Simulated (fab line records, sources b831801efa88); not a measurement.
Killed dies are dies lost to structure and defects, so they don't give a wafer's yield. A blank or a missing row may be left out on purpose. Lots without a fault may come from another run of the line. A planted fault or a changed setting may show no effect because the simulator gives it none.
Chamber matching | flow gf180mcu | GF_V4_ETCH_16 on rie_diel-01: 4 sister chambers
The step etches BARC in N2/H2. 8 wafers are shown with their chamber, then 8 later ones without.

WAFERS WITH THEIR CHAMBER
wafer  | chamber | drypump_motor_current_A (A) | oes_product_au (a.u.)
L142.5 | 3       | 5.5                         | 0.850
L143.1 | 1       | 6.0                         | 0.845
L143.2 | 0       | 5.9                         | 0.849
L143.5 | 2       | 6.8                         | 0.855
L145.2 | 2       | 6.8                         | 0.858
L145.4 | 3       | 5.5                         | 0.857
L145.5 | 0       | 6.0                         | 0.845
L146.1 | 1       | 6.0                         | 0.847

WAFERS WITHOUT THEIR CHAMBER
wafer  | drypump_motor_current_A (A) | oes_product_au (a.u.)
L146.3 | 5.5                         | 0.847
L146.6 | 6.0                         | 0.858
L147.1 | 6.0                         | 0.853
L147.4 | 6.0                         | 0.854
L147.6 | 6.8                         | 0.852
L149.1 | 5.5                         | 0.859
L149.2 | 6.0                         | 0.859
L149.5 | 6.0                         | 0.854

WHICH CHAMBER EACH WENT THROUGH
wafer  | from the rows above     | in truth
L146.3 | 3                       | 3
L146.6 | can't be placed: 0 or 1 | 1
L147.1 | can't be placed: 1 or 0 | 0
L147.4 | can't be placed: 1 or 0 | 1
L147.6 | 2                       | 2
L149.1 | 3                       | 3
L149.2 | can't be placed: 0 or 1 | 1
L149.5 | can't be placed: 1 or 0 | 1
Placed correctly: 3 of 8. Can't be placed from these rows: 5 (the true chamber is among the candidates in 5). Placed wrongly: 0.
How it was worked out, from the rows above alone: a wafer's distance from a chamber is the root of the sum, over the readings, of the square of ((its reading less the chamber's mean) divided by the reading's scatter). The wafer belongs to the nearest chamber; if the next one is less than 2 further off, it can't be placed. A chamber's mean is the mean of its shown wafers. The scatter: the root of (the sum of the squares of (reading less its chamber's mean) over the shown wafers, divided by (wafers less chambers)).
